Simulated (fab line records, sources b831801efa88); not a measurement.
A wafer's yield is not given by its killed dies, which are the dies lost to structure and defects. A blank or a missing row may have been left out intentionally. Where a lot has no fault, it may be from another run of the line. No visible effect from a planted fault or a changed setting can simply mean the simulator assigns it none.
Which tool did it? + flow sky130 + 12 lots, 36 wafers sampled, at 1 step of a route of 708

WHAT THE GAUGES READ, wafer by wafer
SKY_SD_P_CD_MEAS_07: target cd 380 nm.
| lot  | measured     | on        | cd_nm (nm)        |
|------|--------------|-----------|-------------------|
| L075 | day 26 04:27 | cd_sem-02 | 378.6 376.6 377.5 |
| L078 | day 27 07:58 | cd_sem-02 | 380.2 380.3 381.9 |
| L080 | day 27 18:46 | cd_sem-01 | 378.6 377.6 377.9 |
| L081 | day 28 04:40 | cd_sem-01 | 383.2 381.5 383.8 |
| L083 | day 28 18:13 | cd_sem-02 | 379.4 377.7 377.3 |
| L085 | day 29 09:28 | cd_sem-02 | 376.9 376.9 375.5 |
| L086 | day 29 18:58 | cd_sem-01 | 383.3 382.7 383.6 |
| L089 | day 30 02:42 | cd_sem-02 | 381.3 383.6 380.6 |
| L091 | day 31 14:34 | cd_sem-02 | 380.2 376.9 379.1 |
| L093 | day 32 01:47 | cd_sem-02 | 382.2 381.4 385.2 |
| L095 | day 32 17:42 | cd_sem-02 | 384.3 378.6 378.2 |
| L097 | day 32 21:34 | cd_sem-02 | 382.3 381.3 383.0 |

WHICH TOOL RAN EACH LOT (tool, then ch and the chambers of the sampled wafers, then the start)
There is no process step in the record ahead of these readings.

THE ANSWER, worked out from the rows above alone
Rule: the usual values come from the lots themselves. Put in order of their means at a reading, lots are off if they are a third of the lots or fewer, leave a main group of 4 or more, and stand apart from it by a gap of 3 or more times the standard deviation of the main group's means; of several such gaps the widest counts. The tables above print the reading to a certain number of digits; a main group whose means all agree to those digits is not used. A lot without any number at a reading at which 4 lots or more have one is off too. The other lots that the step has rows for count as sound.
None of the lots is off at any reading shown; this tells nothing.

WHAT HAD BEEN PUT IN BY THE SIMULATOR
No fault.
